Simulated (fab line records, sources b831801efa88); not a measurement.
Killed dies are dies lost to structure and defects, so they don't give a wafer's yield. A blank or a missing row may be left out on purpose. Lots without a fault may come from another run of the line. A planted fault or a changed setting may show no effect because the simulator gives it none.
fab line records | flow sfq_line
record lots=15 wafers=43 last_day=94
route steps=325 shown I6@266 I7@297 M8@322
lots that met no fault: from a run of the same line without faults
start_h: hours from the record's first day to the start of the lot's first wafer shown | wait_h: hours since the lot's step before | " the same as in the row above | L1.1+2: a row that stands for several wafers | - no value, or no start given | * or withheld: withheld | < > ~ a bound
route shown NAME@n: a module of which the file shows steps, and the number in the route of the first | usual: mean/standard deviation of fault-free wafers | same: alike in all rows | chamber/n: place in a boat | sites: the reading at each site | _std_site: their standard deviation | _edge_site: outer sites' mean less inner sites' | radius_mm: how far each site lies from the wafer's centre | mask NAME#n: copy n | behind: the tool/chamber that last shaped the wafer | hold: why the lot was held/for how many hours/how that ended | device: the transistor (n, p or np) that didn't switch | end of line: the same wafers' tests at the end of the route | a step without rows: its recipe alone | killed: dies lost to structure and defects at the first sort, not the wafer's yield | map: a wafer's dies, x killed, . not, _ none there
set.NAME: the setting as run; set.NAME@STEP: as run at that earlier step | model.NAME: the simulator's own value behind a step, which no gauge read
steps of the route over a sample of lots; a table a step, a row a wafer
services: from which hour (start_h, from the record's first day; less than 0 if before it) a tool's chamber was out of use, for how many hours, and why
## steps
# step SFQ_TRILAYER_I6_DEP_PECVD_165
# recipe material=SiO2 temp_c=150 time_s=111.11 pressure_torr=2.4 rf_w=183.3 precursor=SiH4/N2O target_thk_nm=500
# usual heater_power_w=91/13 throttle_valve_pct=24.3/1.7
# columns lot.wafer tool chamber start_h wait_h heater_power_w since_wet_clean_h throttle_valve_pct
L689.1 pecvd-01 2 1712.66 0.0 60 12 23.0
L689.5 " 2 " " 64 - 22.6
L689.6 " 1 " " 69 - 22.4
L690.1 pecvd-02 2 1770.56 0.0 89 1193 27.8
L690.2 " 1 " " 89 1193 24.4
L690.6 " 0 " " 102 - 24.4
L691.3 pecvd-03 1 1772.96 0.0 99 442 25.3
L691.4 " 1 " " 104 - 25.4
L691.6 " 0 " " 105 - 23.3
L692.1 pecvd-02 1 1780.29 0.0 94 1203 24.6
L692.3 " 2 " " 106 1203 28.1
L692.4 " 1 " " 96 - 24.2
L693.2 pecvd-03 2 1781.49 0.0 74 451 25.2
L693.4 " 2 " " 77 - 25.4
L693.5 " 1 " " 113 - 25.2
L694.1 pecvd-01 0 1783.47 0.0 79 83 21.4
L694.2 " 1 " " 78 83 22.9
L694.3 " 2 " " 72 83 22.8
L698.2 pecvd-01 1 1825.60 0.0 83 125 23.1
L698.5 " 1 " " 71 - 23.0
L698.6 " 0 " " 93 - 21.4
L701.5 pecvd-03 0 1855.21 0.0 89 - 23.3
L701.6 " 2 " " 79 - 25.6
L704.2 pecvd-01 2 1858.77 0.0 72 159 23.2
L704.5 " 0 " " 91 - 21.5
L706.4 pecvd-01 1 1861.21 0.0 80 - 23.2
L706.5 " 2 " " 70 - 23.4
L706.6 " 0 " " 84 - 21.7
L707.1 pecvd-03 0 1862.37 0.0 107 532 23.4
L707.2 " 2 " " 78 532 25.8
L707.6 " 0 " " 91 - 23.2
L709.2 pecvd-02 0 1964.99 0.0 102 1387 24.2
L709.3 " 2 " " 104 1387 27.5
L709.5 " 0 " " 102 - 24.2
L710.2 pecvd-03 0 1968.19 0.0 91 637 23.3
L710.4 " 1 " " 111 - 26.0
L710.6 " 0 " " 98 - 23.2
L711.1 pecvd-03 2 1972.30 0.0 87 642 25.8
L711.2 " 1 " " 95 642 26.2
L711.3 " 0 " " 94 642 23.4
L712.1 pecvd-02 0 1975.37 0.0 89 1398 24.3
L712.2 " 2 " " 99 1398 27.3
L712.4 " 2 " " 103 - 27.5
# step SFQ_TRILAYER_I7_CMP_CMP_184
# recipe material=SiO2 down_force_psi=3 platen_rpm=60 pad_velocity_m_s=0.94248
# usual motor_current_A=10.1/0.73 time_to_endpoint_s=207/9.4
# columns lot.wafer tool chamber start_h wait_h motor_current_A time_to_endpoint_s
L689.1 cmp-02 3 1928.74 1.0 10.2 200
L689.6 " 1 1929.74 2.0 9.6 203
L689.5 " 2 " " 9.3 213
L690.2 cmp-01 2 1930.68 0.6 10.7 206
L690.1 " 0 1931.68 1.6 11.2 209
L690.6 " 1 " " 9.6 211
L691.4 cmp-02 1 1931.34 0.0 9.6 214
L691.3 " 3 1932.34 1.0 9.9 207
L691.6 " 1 1933.34 2.0 9.4 216
L692.1 cmp-01 2 1933.74 0.0 10.2 195
L692.4 " 3 " " 8.9 207
L692.3 " 0 " " 11.1 214
L693.4 cmp-02 1 1938.34 1.0 9.6 208
L693.2 " 2 " " 9.6 208
L693.5 " 0 1939.84 2.5 11.0 189
L694.2 cmp-01 3 1938.54 0.0 8.9 205
L694.1 " 1 1939.54 1.0 9.6 198
L694.3 " 2 " " 10.9 197
L698.2 cmp-01 3 1949.67 3.5 9.3 207
L698.5 " 0 " " 10.5 229
L698.6 " 1 " " 9.8 215
L701.6 cmp-01 3 1969.58 3.4 9.3 211
L701.5 " 0 " " 10.9 215
L704.2 cmp-01 3 1982.68 1.9 9.9 203
L704.5 " 3 1984.68 3.8 9.6 206
L706.4 cmp-01 1 1991.82 1.5 10.1 217
L706.6 " 2 " " 10.4 221
L706.5 " 3 " " 8.8 206
L707.2 cmp-02 2 1993.21 0.5 9.4 206
L707.1 " 0 1994.21 1.5 11.0 192
L707.6 " 2 1995.21 2.5 9.3 212
L709.3 cmp-01 3 2082.08 0.0 9.7 206
L709.2 " 2 2083.58 1.5 10.4 207
L709.5 " 0 2084.58 2.5 10.8 224
L710.4 cmp-02 2 2085.73 0.5 9.1 206
L710.2 " 0 2086.73 1.5 10.2 190
L710.6 " 2 2087.73 2.5 8.8 213
L711.1 cmp-02 0 2090.03 0.0 11.5 190
L711.2 " 2 2091.03 1.0 9.3 201
L711.3 " 3 " " 10.0 195
L712.4 cmp-02 3 2095.37 0.5 10.3 199
L712.2 " 0 " " 11.3 198
L712.1 " 1 " " 9.0 201
# step SFQ_TRILAYER_I7_VIA_LITHO_PEB_190
# recipe peb_temp_c=115 peb_time_s=60 resist=KrF
# usual exhaust_pa=44.9/0.81 heater_power_total_W=79.15/0.071 resist_line_temp_C=23.00/0.11
# columns lot.wafer tool chamber start_h wait_h exhaust_pa heater_power_total_W resist_line_temp_C
L689.1 litho_track-01 0 1934.14 1.0 45.7 79.12 22.99
L689.5 " 0 " " 45.4 79.20 22.96
L689.6 " 0 " " 45.9 79.01 23.08
L690.1 litho_track-02 0 1936.45 1.0 45.5 79.16 23.05
L690.2 " 0 " " 44.1 79.23 22.99
L690.6 " 0 " " 44.0 79.19 22.92
L691.3 litho_track-04 0 1937.70 0.7 45.6 79.23 23.23
L691.4 " 0 " " 45.5 79.12 23.30
L691.6 " 0 " " 45.5 79.15 23.03
L692.1 litho_track-01 0 1940.01 1.0 46.3 79.14 23.11
L692.3 " 0 " " 44.9 79.16 23.09
L692.4 " 0 " " 44.3 79.25 23.02
L693.2 litho_track-02 0 1943.64 0.8 46.9 79.21 22.96
L693.4 " 0 " " 44.5 79.18 22.86
L693.5 " 0 " " 45.2 79.07 23.01
L694.1 litho_track-04 0 1946.01 1.0 45.1 79.10 23.11
L694.2 " 0 " " 44.3 79.23 23.06
L694.3 " 0 " " 44.4 79.18 23.07
L698.2 litho_track-02 0 2063.57 0.8 44.6 87.01 22.91
L698.5 " 0 " " 44.7 87.16 22.96
L698.6 " 0 " " 44.1 79.20 22.98
L701.5 litho_track-02 0 2078.04 0.3 45.5 87.16 22.79
L701.6 " 0 " " 45.2 79.03 22.81
L704.2 litho_track-02 0 2095.88 0.8 45.9 87.02 22.90
L704.5 " 0 " " 45.4 87.18 23.10
L706.4 litho_track-01 0 2101.93 0.5 45.5 79.17 23.16
L706.5 " 0 " " 45.7 79.23 22.87
L706.6 " 0 " " 45.5 79.19 23.12
L707.1 litho_track-01 0 2104.26 1.0 45.1 79.18 23.02
L707.2 " 0 " " 44.6 79.08 22.85
L707.6 " 0 " " 44.1 78.99 23.04
L709.2 litho_track-02 0 2167.50 0.8 45.3 79.11 22.94
L709.3 " 0 " " 45.4 79.20 22.91
L709.5 " 0 " " 45.2 79.15 22.96
L710.2 litho_track-01 0 2171.10 0.8 44.6 79.09 22.90
L710.4 " 0 " " 43.8 79.11 23.03
L710.6 " 0 " " 45.3 79.21 22.82
L711.1 litho_track-02 0 2174.68 1.0 44.5 79.17 23.00
L711.2 " 0 " " 44.5 79.15 23.18
L711.3 " 0 " " 44.6 79.23 22.88
L712.1 litho_track-04 0 2178.28 1.0 44.8 79.05 22.78
L712.2 " 0 " " 43.6 79.20 22.91
L712.4 " 0 " " 43.7 79.21 22.88
# step SFQ_M8_RS_MEAS_949
# recipe thk_meas_gauge=four-point-probe reads=Au_of_TRILAYER_M8_DEP_EVAP_196+Pt_of_TRILAYER_M8_DEP_EVAP_198+Ti_of_TRILAYER_M8_DEP_EVAP_197
# usual M8_AU_RS=0.1530/0.0017
# columns lot.wafer tool chamber start_h wait_h M8_AU_RS[ohm/sq]
L689.1 film_metro-01 - 2044.09 0.3 0.1548
L689.5 " - " " 0.1545
L689.6 " - " " 0.1538
L690.1 film_metro-01 - 2046.49 0.3 0.1534
L690.2 " - " " 0.1543
L690.6 " - " " 0.1511
L691.3 film_metro-04 - 2047.73 0.3 0.1506
L691.4 " - " " 0.1518
L691.6 " - " " 0.1514
L692.1 film_metro-03 - 2051.29 0.3 0.1542
L692.3 " - " " 0.1517
L692.4 " - " " 0.1542
L693.2 film_metro-01 - 2052.51 0.3 0.1552
L693.4 " - " " 0.1521
L693.5 " - " " 0.1545
L694.1 film_metro-03 - 2057.41 0.3 0.1540
L694.2 " - " " 0.1523
L694.3 " - " " 0.1509
L698.2 film_metro-01 - 2068.40 0.3 0.1564
L698.5 " - " " 0.1528
L698.6 " - " " 0.1560
L701.5 film_metro-03 - 2083.06 0.1 0.1517
L701.6 " - " " 0.1537
L704.2 film_metro-03 - 2178.17 0.3 0.1526
L704.5 " - " " 0.1524
L706.4 film_metro-04 - 2185.53 0.3 0.1506
L706.5 " - " " 0.1506
L706.6 " - " " 0.1518
L707.1 film_metro-03 - 2187.87 0.3 0.1541
L707.2 " - " " 0.1518
L707.6 " - " " 0.1536
L709.2 film_metro-03 - 2249.22 0.3 0.1512
L709.3 " - " " 0.1520
L709.5 " - " " 0.1514
L710.2 film_metro-01 - 2251.62 0.3 0.1520
L710.4 " - " " 0.1502
L710.6 " - " " 0.1516
L711.1 film_metro-04 - 2255.20 0.3 0.1501
L711.2 " - " " 0.1526
L711.3 " - " " 0.1537
L712.1 film_metro-04 - 2256.40 0.3 0.1527
L712.2 " - " " 0.1543
L712.4 " - " " 0.1511
## services
# columns tool chamber start_h hours kind
cmp-02 - 1705.59 26.2 pm
cmp-01 - 1721.16 0.2 repair
cmp-01 - 1731.78 3.7 pm
cmp-02 - 1746.31 1.7 repair
cmp-01 - 1746.33 1.3 repair
cmp-02 - 1765.87 1.7 repair
cmp-01 - 1777.00 10.5 repair
cmp-01 - 1787.51 4.0 pm
cmp-02 - 1822.63 3.8 repair
cmp-02 - 1826.47 5.6 pm
cmp-02 - 1838.27 3.0 repair
cmp-01 - 1848.78 0.4 repair
pecvd-03 - 1892.40 0.4 repair
cmp-02 - 1941.72 4.0 pm
cmp-02 - 1956.34 1.0 repair
cmp-01 - 1973.58 5.0 pm
cmp-02 - 2007.94 8.8 pm
cmp-01 - 2010.41 1.3 repair
cmp-01 - 2027.08 0.6 repair
cmp-01 - 2075.97 5.8 pm
cmp-02 - 2104.93 0.8 repair
cmp-01 - 2105.02 0.3 repair
cmp-02 - 2116.33 3.3 repair
cmp-01 - 2127.51 4.0 pm
## key
first_sign step=SFQ_TRILAYER_I7_VIA_LITHO_PEB_190 reading=heater_power_total_W direction=up sigmas=99+ usual=79.15 struck=87.11
effect none on later readings
met_at SFQ_TRILAYER_I7_VIA_LITHO_PEB_190
struck_lots L698,L701,L704
struck_wafers L698.2,L698.5,L701.5,L704.2,L704.5
not_acting_at SFQ_TRILAYER_I6_DEP_PECVD_165,SFQ_TRILAYER_I7_CMP_CMP_184,SFQ_M8_RS_MEAS_949
onset_between 1943.64 2063.57
fault kind=process_parameter_drift tool=litho_track-02 chamber=- onset_h=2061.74 steps=SFQ_TRILAYER_I7_VIA_LITHO_PEB_190 channel=peb_time_s offset=* shape=step end_h=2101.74 scope=struck_wafers_only acts_in=* stated=*
